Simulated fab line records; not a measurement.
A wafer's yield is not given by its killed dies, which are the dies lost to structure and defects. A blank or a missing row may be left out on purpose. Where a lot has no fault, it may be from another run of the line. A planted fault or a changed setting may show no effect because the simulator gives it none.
Tool commonality check | flow sky130 | Lots sampled 11, wafers sampled 33

== REASON FOR OPENING ==
SKY_SD_N_RS_MEAS_17, reading SD_P_RS: flagged on 2 of 11 lots. No-fault wafers: 147.39 ohm/sq, standard deviation 0.29.
Rule: a lot is flagged in two cases, either no wafer of it has a number, or all its wafers with numbers fall more than 4 standard deviations from that mean. The rest of the lots are taken to be sound.

lot  | measured     | on           | SD_P_RS (ohm/sq), wafer by wafer | flag
L153 | day 29 07:07 | filmMetro-04 | 147.16 147.54 147.27             | 
L157 | day 30 02:46 | filmMetro-04 | 155.57 155.34 155.34             | FLAGGED
L159 | day 31 00:56 | filmMetro-04 | 154.97 155.15 154.63             | FLAGGED
L166 | day 33 02:50 | filmMetro-01 | 146.91 147.32 147.38             | 
L167 | day 33 02:52 | filmMetro-04 | 146.96 147.34 147.24             | 
L169 | day 33 11:44 | filmMetro-01 | 147.26 147.72 147.60             | 
L168 | day 33 15:10 | filmMetro-03 | 147.33 147.20 147.33             | 
L170 | day 33 21:26 | filmMetro-03 | 147.47 147.24 147.24             | 
L172 | day 35 01:02 | filmMetro-03 | 147.66 147.21 146.96             | 
L173 | day 35 02:50 | filmMetro-04 | 147.01 147.26 147.49             | 
L174 | day 35 05:32 | filmMetro-04 | 147.74 147.51 147.51             | 
On average the flagged lots' numbers are 155.17 ohm/sq, which is +7.78 ohm/sq against the usual, or +27 standard deviations.

== WHICH TOOL EACH LOT WENT THROUGH ==
3 process steps preceding the reading are held in the record, out of 708 steps in the route. In each cell: the tool, then ch and the chambers that the sampled wafers went through, then the start.
lot  | flag    | SKY_LDD_HVP_STRIP_09                | SKY_SD_P_IMPLANT_09             | SKY_SD_P_STRIP_10
L153 |         | plasmaAsher-02 ch 0,1, day 23 03:07 | implanter-02 ch 0, day 26 21:36 | plasmaAsher-03 ch 0,1, day 26 21:44
L157 | FLAGGED | plasmaAsher-03 ch 0,1, day 24 00:51 | implanter-02 ch 0, day 27 17:18 | plasmaAsher-02 ch 0,1, day 27 17:26
L159 | FLAGGED | plasmaAsher-03 ch 0, day 24 23:18   | implanter-02 ch 0, day 28 16:35 | plasmaAsher-02 ch 1, day 28 16:44
L166 |         | plasmaAsher-03 ch 0,1, day 27 06:37 | implanter-01 ch 0, day 30 20:01 | plasmaAsher-03 ch 0,1, day 30 20:10
L167 |         | plasmaAsher-02 ch 0,1, day 27 07:51 | implanter-01 ch 0, day 30 20:38 | plasmaAsher-02 ch 0,1, day 30 20:47
L169 |         | plasmaAsher-03 ch 0,1, day 27 16:18 | implanter-01 ch 0, day 31 05:19 | plasmaAsher-03 ch 0,1, day 31 05:28
L168 |         | plasmaAsher-03 ch 0,1, day 27 16:57 | implanter-01 ch 0, day 31 08:18 | plasmaAsher-01 ch 0,1, day 31 08:25
L170 |         | plasmaAsher-04 ch 0,1, day 27 23:40 | implanter-01 ch 0, day 31 14:25 | plasmaAsher-03 ch 0,1, day 31 14:34
L172 |         | plasmaAsher-02 ch 0,1, day 29 04:23 | implanter-01 ch 0, day 32 19:46 | plasmaAsher-01 ch 0,1, day 32 19:55
L173 |         | plasmaAsher-04 ch 0,1, day 29 06:03 | implanter-02 ch 0, day 32 20:40 | plasmaAsher-02 ch 0,1, day 32 20:49
L174 |         | plasmaAsher-04 ch 0,1, day 29 13:23 | implanter-02 ch 0, day 33 01:09 | plasmaAsher-02 ch 0,1, day 33 01:16
What is done by these steps:
- SKY_LDD_HVP_STRIP_09: strips in O2/N2.
- SKY_SD_P_IMPLANT_09
- SKY_SD_P_STRIP_10: strips in O2/N2.
- SKY_SD_N_RS_MEAS_17: measures by four-point-probe.

== FLAGGED OVER TOTAL, TOOL BY TOOL (the gauges that took the reading come last) ==
step                 | tool           | lots run | flagged | share of the flagged lots | sound lots run after its first flagged lot
SKY_LDD_HVP_STRIP_09 | plasmaAsher-02 | 3        | 0       | none                      | -
SKY_LDD_HVP_STRIP_09 | plasmaAsher-03 | 5        | 2       | all                       | 3 (L166,L169,L168)
SKY_LDD_HVP_STRIP_09 | plasmaAsher-04 | 3        | 0       | none                      | -
SKY_SD_P_IMPLANT_09  | implanter-01   | 6        | 0       | none                      | -
SKY_SD_P_IMPLANT_09  | implanter-02   | 5        | 2       | all                       | 2 (L173,L174)
SKY_SD_P_STRIP_10    | plasmaAsher-01 | 2        | 0       | none                      | -
SKY_SD_P_STRIP_10    | plasmaAsher-02 | 5        | 2       | all                       | 3 (L167,L173,L174)
SKY_SD_P_STRIP_10    | plasmaAsher-03 | 4        | 0       | none                      | -
SKY_SD_N_RS_MEAS_17  | filmMetro-01   | 2        | 0       | none                      | -
SKY_SD_N_RS_MEAS_17  | filmMetro-03   | 3        | 0       | none                      | -
SKY_SD_N_RS_MEAS_17  | filmMetro-04   | 6        | 2       | all                       | 3 (L167,L173,L174)

== WHAT THE TABLE ALLOWS ==
4 rows of the table ran every flagged lot: plasmaAsher-03 at SKY_LDD_HVP_STRIP_09, implanter-02 at SKY_SD_P_IMPLANT_09, plasmaAsher-02 at SKY_SD_P_STRIP_10, filmMetro-04 at SKY_SD_N_RS_MEAS_17.
- plasmaAsher-03 at SKY_LDD_HVP_STRIP_09 ran 5 lots, 2 of them flagged. Sound lots ran on it after the first flagged one (L166, L169, L168), which a lasting fault on the whole tool wouldn't allow.
- implanter-02 at SKY_SD_P_IMPLANT_09 ran 5 lots, 2 of them flagged. Sound lots ran on it after the first flagged one (L173, L174), which a lasting fault on the whole tool wouldn't allow. Its own readings (beamEnergyKeV) fall more than 4 standard deviations out on all wafers of the flagged lots.
- plasmaAsher-02 at SKY_SD_P_STRIP_10 ran 5 lots, 2 of them flagged. Sound lots ran on it after the first flagged one (L167, L173, L174), which a lasting fault on the whole tool wouldn't allow. Its own readings (stripTimeToEndpointS) fall more than 4 standard deviations out on all wafers of the flagged lots.
- filmMetro-04 at SKY_SD_N_RS_MEAS_17 ran 6 lots, 2 of them flagged. Sound lots ran on it after the first flagged one (L167, L173, L174), which a lasting fault on the whole tool wouldn't allow.
Not one row of the table ran every flagged lot while running no sound lot after the first.

== WHAT THE SIMULATOR PUT IN ==
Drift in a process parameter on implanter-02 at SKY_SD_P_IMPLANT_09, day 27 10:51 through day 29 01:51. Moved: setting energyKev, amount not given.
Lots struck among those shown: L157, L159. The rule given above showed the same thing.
